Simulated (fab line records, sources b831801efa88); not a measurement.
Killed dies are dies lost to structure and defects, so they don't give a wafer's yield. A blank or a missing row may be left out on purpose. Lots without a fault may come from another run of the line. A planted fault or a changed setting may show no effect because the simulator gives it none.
One fault seen from 2 desks | flow gf180mcu | each desk has only its own numbers; what lay behind them comes last

THE METROLOGY DESK
What the gauges read, lot by lot, whatever tool the lot ran on: means of the sampled wafers that have a number. A lot is out of limits, marked OUT, if its mean lies more than 4 standard deviations from the usual mean; the brackets give that distance.
Columns: A = NWELL_OVL at GF_NWELL_OVL_MEAS_07, usual 0.1 nm; B = NWELL_TW at GF_NWELL_TW_MEAS_11, usual 1577
lot  | first seen here | A    | B
L608 | day 3 09:58     | 0.3  | 1579
L609 | day 3 11:52     | 2.8  | 1581
L610 | day 3 19:36     | 0.0  | 1575
L611 | day 3 23:41     | -2.3 | 1569
L612 | day 4 04:43     | 1.5  | 1591
L618 | day 5 18:13     | -0.4 | 1584
L621 | day 6 14:02     | 1.0  | 1570
L624 | day 7 06:20     | 0.8  | 1578
L625 | day 7 07:14     | -0.2 | 1582
L627 | day 7 15:28     | 0.7  | 1564
L629 | day 8 01:01     | 1.5  | 1578
L630 | day 8 07:28     | 0.7  | 1575
L631 | day 8 15:55     | -0.9 | 1580
This desk's finding: nothing out of limits on any of the 13 lots.

THE TOOL OWNER'S DESK: rie_diel-03
The tool's own readings at GF_STI_ETCH_13 (etches the open film in CHF3/O2, stops on Si, target depth 282.31 nm, time 112.9 s): means of the sampled wafers that have a number, for each lot that ran on this tool. A lot is out of limits, marked OUT, if its mean lies more than 4 standard deviations from the usual mean; the brackets give that distance.
Columns: A = drypump_motor_current_A at GF_STI_ETCH_13, usual 5.7 A; B = oes_product_au at GF_STI_ETCH_13, usual 0.833 a.u.; C = throttle_valve_pct at GF_STI_ETCH_13, usual 8.810 %
lot  | first seen here | A   | B     | C
L609 | day 2 06:19     | 5.5 | 0.823 | 8.811
L610 | day 2 13:50     | 5.8 | 0.834 | 8.814
L611 | day 2 17:36     | 5.8 | 0.836 | 8.811
L612 | day 2 21:43     | 5.8 | 0.837 | 8.810
L618 | day 4 05:10     | 5.4 | 0.827 | 8.820
This desk's finding: nothing out of limits on any of the 5 lots.

PUT TOGETHER
The metrology desk saw nothing out of limits.
The tool owner's desk saw nothing out of limits.

WHAT THE SIMULATOR HAD PUT IN
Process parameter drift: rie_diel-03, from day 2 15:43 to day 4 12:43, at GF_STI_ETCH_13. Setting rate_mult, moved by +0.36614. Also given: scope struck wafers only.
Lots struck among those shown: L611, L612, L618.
